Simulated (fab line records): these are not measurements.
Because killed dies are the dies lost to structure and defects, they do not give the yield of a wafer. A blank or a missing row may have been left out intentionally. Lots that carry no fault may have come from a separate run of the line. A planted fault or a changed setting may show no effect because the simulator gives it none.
Which tool did it? || flow gf180mcu || Sampling: 14 lots, 42 wafers, 2 of 602 route steps

== WHAT THE GAUGES SHOWED, per wafer ==
GF_HV_LDD_TW_MEAS_11. Usual: HV_LDD_TW typically reads 2393, with standard deviation 34.
{"lot": "L509", "measured": "day 10 08:51", "on": "film metro-03", "HV_LDD_TW": "2371 2384 2370", "flag": ""}
{"lot": "L512", "measured": "day 11 02:45", "on": "film metro-03", "HV_LDD_TW": "2391 2365 2375", "flag": ""}
{"lot": "L514", "measured": "day 11 18:24", "on": "film metro-02", "HV_LDD_TW": "2351 2354 2353", "flag": ""}
{"lot": "L515", "measured": "day 12 04:52", "on": "film metro-02", "HV_LDD_TW": "2345 2350 2344", "flag": ""}
{"lot": "L516", "measured": "day 12 11:42", "on": "film metro-01", "HV_LDD_TW": "2433 2435 2436", "flag": ""}
{"lot": "L517", "measured": "day 12 21:00", "on": "film metro-03", "HV_LDD_TW": "2357 2371 2360", "flag": ""}
{"lot": "L519", "measured": "day 13 10:53", "on": "film metro-03", "HV_LDD_TW": "2371 2369 2392", "flag": ""}
{"lot": "L520", "measured": "day 13 17:10", "on": "film metro-01", "HV_LDD_TW": "2431 2443 2433", "flag": ""}
{"lot": "L521", "measured": "day 14 00:33", "on": "film metro-01", "HV_LDD_TW": "2434 2429 2430", "flag": ""}
{"lot": "L522", "measured": "day 14 04:46", "on": "film metro-02", "HV_LDD_TW": "2362 2352 2367", "flag": ""}
{"lot": "L523", "measured": "day 14 16:45", "on": "film metro-01", "HV_LDD_TW": "2422 2432 2415", "flag": ""}
{"lot": "L524", "measured": "day 14 18:41", "on": "film metro-03", "HV_LDD_TW": "2375 2375 2378", "flag": ""}
{"lot": "L527", "measured": "day 15 22:14", "on": "film metro-02", "HV_LDD_TW": "2361 2358 2371", "flag": ""}
{"lot": "L531", "measured": "day 17 08:15", "on": "film metro-01", "HV_LDD_TW": "2426 2432 2441", "flag": ""}

GF_SAB_OVL_MEAS_10. Usual: SAB_OVL typically reads 0.6 nm, with standard deviation 1.5.
{"lot": "L509", "measured": "day 15 11:34", "on": "overlay-02", "SAB_OVL (nm)": "-0.4 -0.8 0.3", "flag": ""}
{"lot": "L512", "measured": "day 16 11:30", "on": "overlay-01", "SAB_OVL (nm)": "-0.9 -0.5 0.3", "flag": ""}
{"lot": "L514", "measured": "day 17 05:04", "on": "overlay-02", "SAB_OVL (nm)": "0.6 2.2 0.5", "flag": ""}
{"lot": "L515", "measured": "day 17 19:19", "on": "overlay-01", "SAB_OVL (nm)": "0.8 -0.2 0.8", "flag": ""}
{"lot": "L516", "measured": "day 18 01:55", "on": "overlay-01", "SAB_OVL (nm)": "-0.5 -0.6 -1.8", "flag": ""}
{"lot": "L517", "measured": "day 18 14:25", "on": "overlay-02", "SAB_OVL (nm)": "4.3 4.3 5.0", "flag": ""}
{"lot": "L519", "measured": "day 19 05:04", "on": "overlay-01", "SAB_OVL (nm)": "-0.8 -1.3 -1.7", "flag": ""}
{"lot": "L520", "measured": "day 19 11:40", "on": "overlay-01", "SAB_OVL (nm)": "-0.2 0.2 0.3", "flag": ""}
{"lot": "L521", "measured": "day 19 22:57", "on": "overlay-01", "SAB_OVL (nm)": "-1.0 -0.4 -1.8", "flag": ""}
{"lot": "L522", "measured": "day 20 02:10", "on": "overlay-01", "SAB_OVL (nm)": "0.2 0.9 -0.4", "flag": ""}
{"lot": "L523", "measured": "day 20 16:43", "on": "overlay-02", "SAB_OVL (nm)": "0.3 0.3 -0.8", "flag": ""}
{"lot": "L524", "measured": "day 20 18:43", "on": "overlay-02", "SAB_OVL (nm)": "-0.8 0.5 0.7", "flag": ""}
{"lot": "L527", "measured": "day 21 23:01", "on": "overlay-01", "SAB_OVL (nm)": "0.4 -0.5 -0.6", "flag": ""}
{"lot": "L531", "measured": "day 23 09:46", "on": "overlay-01", "SAB_OVL (nm)": "-0.2 1.1 -0.5", "flag": ""}

== TOOL THAT RAN EACH LOT (tool first, then ch and the chambers of the sampled wafers, then the start) ==
The record shows no process step preceding these readings.

== AS READ BY THE TOOLS THEMSELVES (means over the sampled wafers that have a number; for cases with no such wafer, the mark the record gives instead) ==
The record holds no such reading with a usual standard deviation.

== THE ANSWER, worked out from the rows above alone ==
Rule: a lot is off if the mean of its wafers that have a number lies more than 3 standard deviations from the usual mean. A lot without any number at a reading at which 4 lots or more have one is off too. Where the step has rows for the other lots, those lots are counted as sound. The gauges are gone through in route order, then the tools' own readings, and for those a lot's mean is taken as printed above. At the first step where some lot is off, the reading lying furthest off is the one used; lots without a number count as furthest.
None of the lots is off at any reading shown; this tells nothing.

== WHAT WAS PUT IN BY THE SIMULATOR ==
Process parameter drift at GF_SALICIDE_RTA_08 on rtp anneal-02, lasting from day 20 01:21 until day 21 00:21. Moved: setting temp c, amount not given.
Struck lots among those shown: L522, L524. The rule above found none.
